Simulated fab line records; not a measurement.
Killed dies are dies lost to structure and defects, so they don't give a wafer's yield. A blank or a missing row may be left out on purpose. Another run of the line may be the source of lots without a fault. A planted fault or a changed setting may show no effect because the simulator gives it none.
Which tool was responsible?    flow sky130    13 lots with 39 wafers sampled at 3 steps, on a route of 708 steps

WHAT THE GAUGES SHOWED, per wafer
SKY_POLY_GATE_THK_MEAS_01.
lot   measured      on             POLY_GATE_CVD_00_THK (nm)
L374  day 13 23:04  film-metro-03  178.4 177.9 178.7
L375  day 14 02:32  film-metro-03  179.9 178.4 178.9
L376  day 14 12:28  film-metro-04  184.6 185.9 186.4
L386  day 18 02:34  film-metro-03  180.2 179.5 180.9
L387  day 18 12:19  film-metro-04  182.5 180.9 180.7
L389  day 19 06:06  film-metro-01  179.0 180.6 178.9
L390  day 19 09:25  film-metro-03  178.9 178.7 180.2
L391  day 20 00:35  film-metro-01  183.9 183.3 181.8
L393  day 20 18:44  film-metro-03  178.5 179.2 178.6
L394  day 21 02:53  film-metro-03  180.4 180.9 182.6
L395  day 21 05:53  film-metro-03  181.9 182.4 182.6
L396  day 21 20:07  film-metro-04  180.4 178.7 179.8
L397  day 22 01:05  film-metro-03  179.9 179.8 179.9

TOOL THAT RAN EACH LOT (tool first, then ch and the chambers of the sampled wafers, then the start)
lot   SKY_GATE_OXIDE_STRIP_13               SKY_POLY_GATE_CVD_00
L374  plasma-asher-03 ch 0,1, day 13 19:28  lpcvd-01 ch 1, day 13 21:52
L375  plasma-asher-01 ch 0,1, day 13 21:56  lpcvd-01 ch 1, day 14 01:19
L376  plasma-asher-01 ch 0,1, day 14 08:12  lpcvd-01 ch 1, day 14 10:38
L386  plasma-asher-03 ch 0,1, day 17 23:04  lpcvd-01 ch 0, day 18 01:22
L387  plasma-asher-03 ch 0,1, day 18 09:22  lpcvd-01 ch 1, day 18 11:07
L389  plasma-asher-03 ch 0,1, day 19 02:31  lpcvd-01 ch 1, day 19 04:54
L390  plasma-asher-02 ch 0, day 19 06:28    lpcvd-01 ch 1, day 19 08:13
L391  plasma-asher-02 ch 0,1, day 19 21:39  lpcvd-01 ch 0, day 19 23:22
L393  plasma-asher-01 ch 0,1, day 20 15:28  lpcvd-01 ch 0, day 20 17:32
L394  plasma-asher-02 ch 0,1, day 20 23:52  lpcvd-01 ch 0, day 21 01:41
L395  plasma-asher-01 ch 0,1, day 21 02:57  lpcvd-01 ch 1, day 21 04:40
L396  plasma-asher-03 ch 0,1, day 21 17:10  lpcvd-01 ch 1, day 21 18:54
L397  plasma-asher-01 ch 0,1, day 21 21:10  lpcvd-01 ch 1, day 21 23:53
- SKY_GATE_OXIDE_STRIP_13: strips in O2/N2.
- SKY_POLY_GATE_CVD_00: deposits poly-Si, target thk 180 nm, time 720 s.

AS READ BY THE TOOLS THEMSELVES (means over the sampled wafers that have a number; for cases with no such wafer, the mark the record gives instead)
SKY_GATE_OXIDE_STRIP_13.
lot   tool             drypump-motor-current-A (A)  oes-product-au (a.u.)  strip-time-to-endpoint-s (s)
L374  plasma-asher-03  5.7                          0.718                  14.16
L375  plasma-asher-01  5.2                          0.719                  14.13
L376  plasma-asher-01  5.4                          0.717                  14.18
L386  plasma-asher-03  5.7                          0.715                  14.27
L387  plasma-asher-03  6.0                          0.716                  14.19
L389  plasma-asher-03  6.0                          0.717                  14.20
L390  plasma-asher-02  6.4                          0.713                  14.15
L391  plasma-asher-02  6.0                          0.711                  14.28
L393  plasma-asher-01  5.2                          0.717                  14.23
L394  plasma-asher-02  6.2                          0.719                  14.16
L395  plasma-asher-01  5.2                          0.716                  14.13
L396  plasma-asher-03  6.0                          0.716                  14.23
L397  plasma-asher-01  5.2                          0.714                  14.24

SKY_POLY_GATE_CVD_00.
lot   tool      spike-tc-bottom-C (C)  spike-tc-top-C (C)
L374  lpcvd-01  640.0                  637.0
L375  lpcvd-01  640.4                  637.5
L376  lpcvd-01  641.7                  637.4
L386  lpcvd-01  642.9                  639.4
L387  lpcvd-01  641.3                  638.3
L389  lpcvd-01  640.9                  637.3
L390  lpcvd-01  641.0                  636.9
L391  lpcvd-01  642.3                  640.3
L393  lpcvd-01  643.0                  641.2
L394  lpcvd-01  642.2                  640.9
L395  lpcvd-01  639.5                  637.1
L396  lpcvd-01  641.0                  636.8
L397  lpcvd-01  641.8                  637.1

THE ANSWER, worked out from the rows above alone
Rule: the lots themselves supply what counts as usual. The widest of any qualifying gaps counts: lots, ordered by their means at a reading, are off when they make up no more than a third of the lots, leave a main group of 4 or more, and stand apart from it by 3 or more times the standard deviation of that group's means. A main group whose means are all the same, to the digits that the tables above print for the reading, isn't used. A lot without any number at a reading at which 4 lots or more have one is off too. All remaining lots with rows at the step are treated as sound. Order of review: gauges by route order, followed by the tools' own readings, for which a lot's mean as printed above is used. The first step at which some lot is off is used, and at that step the reading that is off furthest; a lot without a number counts as furthest.
Nothing can be told from this: no lot is off at any reading shown.

WHAT THE SIMULATOR HAD PUT IN
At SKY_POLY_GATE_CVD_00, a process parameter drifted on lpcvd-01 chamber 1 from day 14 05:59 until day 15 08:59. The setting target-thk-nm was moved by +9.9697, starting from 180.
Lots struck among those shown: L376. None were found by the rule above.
